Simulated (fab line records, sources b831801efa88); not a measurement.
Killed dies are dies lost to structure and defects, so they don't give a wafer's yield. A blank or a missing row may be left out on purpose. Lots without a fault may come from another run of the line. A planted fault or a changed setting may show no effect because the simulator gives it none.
Which tool did it? | flow gf180mcu | 13 lots, 39 wafers sampled, at 4 steps of a route of 602

WHAT THE GAUGES READ, wafer by wafer
GF_MVSD_OVL_MEAS_07. Usual: MVSD_OVL -0.9 nm, standard deviation 1.1.
lot  | measured    | on         | MVSD_OVL (nm)  | flag
L135 | day 4 08:52 | overlay-01 | 0.0 0.0 0.0    |
L136 | day 4 14:43 | overlay-02 | -1.6 -0.7 -0.6 |
L137 | day 4 22:12 | overlay-01 | -1.3 0.4 -1.3  |
L138 | day 5 01:45 | overlay-01 | -0.7 -0.6 -1.3 |
L139 | day 5 07:37 | overlay-02 | -0.3 -1.7 -0.9 |
L145 | day 6 19:56 | overlay-01 | 2.1 0.0 1.6    |
L150 | day 8 02:25 | overlay-02 | 0.0 -0.1 -0.4  |
L152 | day 8 13:33 | overlay-01 | 0.5 1.1 -0.3   |
L154 | day 8 22:56 | overlay-02 | -0.9 -1.8 0.1  |
L155 | day 9 07:12 | overlay-02 | -0.3 0.9 -0.4  |
L156 | day 9 14:19 | overlay-01 | 1.2 -0.6 -0.5  |
L157 | day 9 17:36 | overlay-01 | -0.3 0.0 -1.4  |
L158 | day 9 21:25 | overlay-01 | -0.1 -1.5 -0.9 |

GF_VT_IMPLANT_TW_MEAS_10. Usual: VT_IMPLANT_TW 565, standard deviation 9.4.
lot  | measured     | on            | VT_IMPLANT_TW | flag
L135 | day 5 14:12  | film_metro-03 | 572 568 572   |
L136 | day 5 20:05  | film_metro-01 | 557 559 556   |
L137 | day 6 04:41  | film_metro-03 | 577 575 576   |
L138 | day 6 07:51  | film_metro-02 | 560 559 561   |
L139 | day 6 13:53  | film_metro-01 | 557 556 553   |
L145 | day 8 04:05  | film_metro-01 | 554 556 553   |
L150 | day 9 11:23  | film_metro-03 | 575 573 579   |
L152 | day 9 23:11  | film_metro-03 | 576 574 574   |
L154 | day 10 10:23 | film_metro-02 | 563 560 556   |
L155 | day 10 19:08 | film_metro-01 | 554 555 551   |
L156 | day 11 03:19 | film_metro-02 | 555 557 556   |
L157 | day 11 06:04 | film_metro-02 | 559 556 557   |
L158 | day 11 10:26 | film_metro-02 | 557 556 555   |

GF_POLY_GATE_CD_MEAS_10: target cd 280 nm. Usual: cd_nm 280.2 nm, standard deviation 1.2.
lot  | measured     | on        | cd_nm (nm)        | flag
L135 | day 9 08:14  | cd_sem-02 | 277.3 278.1 280.0 |
L136 | day 9 15:20  | cd_sem-02 | 280.9 281.5 281.9 |
L137 | day 10 01:43 | cd_sem-02 | 280.3 279.6 279.3 |
L138 | day 10 03:05 | cd_sem-02 | 281.7 282.0 281.7 |
L139 | day 10 09:23 | cd_sem-02 | 280.7 279.8 279.2 |
L145 | day 12 00:56 | cd_sem-02 | 280.4 279.3 280.1 |
L150 | day 13 15:47 | cd_sem-02 | 280.9 280.6 281.0 |
L152 | day 14 04:23 | cd_sem-01 | 281.5 282.4 282.0 |
L154 | day 14 18:56 | cd_sem-02 | 280.7 282.3 281.6 |
L155 | day 15 02:11 | cd_sem-02 | 279.7 279.5 279.4 |
L156 | day 15 14:00 | cd_sem-02 | 279.3 280.1 280.1 |
L157 | day 15 16:26 | cd_sem-01 | 278.7 281.2 280.9 |
L158 | day 15 21:02 | cd_sem-02 | 277.4 277.4 277.3 |

WHICH TOOL RAN EACH LOT (tool, then ch and the chambers of the sampled wafers, then the start)
lot  | GF_STI_CMP_25
L135 | cmp-01 ch 0,1,2, day 2 03:30
L136 | cmp-02 ch 0,3, day 2 08:04
L137 | cmp-02 ch 1,2,3, day 2 14:09
L138 | cmp-02 ch 2,3, day 2 18:56
L139 | cmp-01 ch 0,2,3, day 3 00:05
L145 | cmp-01 ch 0,1,2, day 4 06:55
L150 | cmp-01 ch 2,3, day 5 09:23
L152 | cmp-01 ch 0,2, day 5 20:21
L154 | cmp-01 ch 0,1, day 6 05:57
L155 | cmp-01 ch 0,1, day 6 13:11
L156 | cmp-01 ch 0,1, day 6 15:59
L157 | cmp-01 ch 0,2,3, day 6 21:51
L158 | cmp-02 ch 1,2, day 7 01:55
- GF_STI_CMP_25: polishes, stops on Si3N4, t overpolish 33 s, target thk 524.6 nm.

WHAT THE TOOLS THEMSELVES READ (means of the sampled wafers that have a number; where no wafer has one, the mark that the record gives instead)
GF_STI_CMP_25. Usual: motor_current_A 11.5 A, standard deviation 1.1; overpolish_run_s 33.000 s, standard deviation 0.0092; time_to_endpoint_s 124 s, standard deviation 4.4.
lot  | tool   | motor_current_A (A) | overpolish_run_s (s) | time_to_endpoint_s (s) | flag
L135 | cmp-01 | 10.8                | 33.001               | 127                    |
L136 | cmp-02 | 11.6                | 33.003               | 121                    |
L137 | cmp-02 | 12.2                | 33.003               | 121                    |
L138 | cmp-02 | 11.6                | 32.992               | 204                    | OFF
L139 | cmp-01 | 10.8                | 33.007               | 124                    |
L145 | cmp-01 | 10.8                | 32.997               | 128                    |
L150 | cmp-01 | 11.2                | 33.004               | 123                    |
L152 | cmp-01 | 10.7                | 33.005               | 123                    |
L154 | cmp-01 | 10.7                | 33.006               | 123                    |
L155 | cmp-01 | 11.1                | 32.993               | 123                    |
L156 | cmp-01 | 10.7                | 32.997               | 129                    |
L157 | cmp-01 | 10.7                | 33.008               | 122                    |
L158 | cmp-02 | 13.7                | 33.008               | 119                    |

THE ANSWER, worked out from the rows above alone
Rule: a lot is off if the mean of its wafers that have a number lies more than 3 standard deviations from the usual mean. A lot without any number at a reading at which 4 lots or more have one is off too. The other lots that the step has rows for count as sound. The gauges are gone through in route order, then the tools' own readings, and for those a lot's mean is taken as printed above. The first step at which some lot is off is used, and at that step the reading that is off furthest; a lot without a number counts as furthest.
Off: L138, at GF_STI_CMP_25 (time_to_endpoint_s).
A tool fits if, at that step or a process step before it, it ran every lot that is off, and no sound lot after the first of them. None of those tried fits.

WHAT THE SIMULATOR HAD PUT IN
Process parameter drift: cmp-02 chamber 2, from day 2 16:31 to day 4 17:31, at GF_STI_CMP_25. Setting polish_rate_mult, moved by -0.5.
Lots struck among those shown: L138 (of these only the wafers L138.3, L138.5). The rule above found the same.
